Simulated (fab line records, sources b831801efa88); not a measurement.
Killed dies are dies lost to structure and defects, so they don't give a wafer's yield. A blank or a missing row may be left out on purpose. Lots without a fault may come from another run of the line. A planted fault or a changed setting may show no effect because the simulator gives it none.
Chamber matching | flow sky130 | SKY_VIA4_HDPCVD_00 on hdpcvd-02: 3 sister chambers
The step deposits SiO2, target thk 1750 nm, time 291.7 s. 3 wafers are shown with their chamber, then 8 later ones without.

WAFERS WITH THEIR CHAMBER
wafer  | chamber | run_length_s (s)
L751.3 | 1       | 320.1
L752.2 | 0       | 318.9
L754.2 | 2       | 320.4

WAFERS WITHOUT THEIR CHAMBER
wafer  | run_length_s (s)
L754.4 | 319.0
L754.5 | 320.2
L758.1 | 319.1
L758.2 | 319.5
L758.5 | 320.6
L757.1 | 320.7
L757.3 | 320.5
L757.4 | 319.1

WHICH CHAMBER EACH WENT THROUGH
wafer  | from the rows above          | in truth
L754.4 | 0                            | 0
L754.5 | can't be placed: 1 or 2      | 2
L758.1 | 0                            | 0
L758.2 | can't be placed: 0 or 1 or 2 | 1
L758.5 | can't be placed: 2 or 1      | 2
L757.1 | can't be placed: 2 or 1      | 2
L757.3 | can't be placed: 2 or 1      | 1
L757.4 | 0                            | 0
Placed correctly: 3 of 8. Can't be placed from these rows: 5 (the true chamber is among the candidates in 5). Placed wrongly: 0.
How it was worked out, from the rows above alone: a wafer's distance from a chamber is the root of the sum, over the readings, of the square of ((its reading less the chamber's mean) divided by the reading's scatter). The wafer belongs to the nearest chamber; if the next one is less than 2 further off, it can't be placed. A chamber's mean is the mean of its shown wafers. The scatter: with one shown wafer a chamber, the root of the mean of the squares of how far each hidden wafer lies from its nearest shown one.
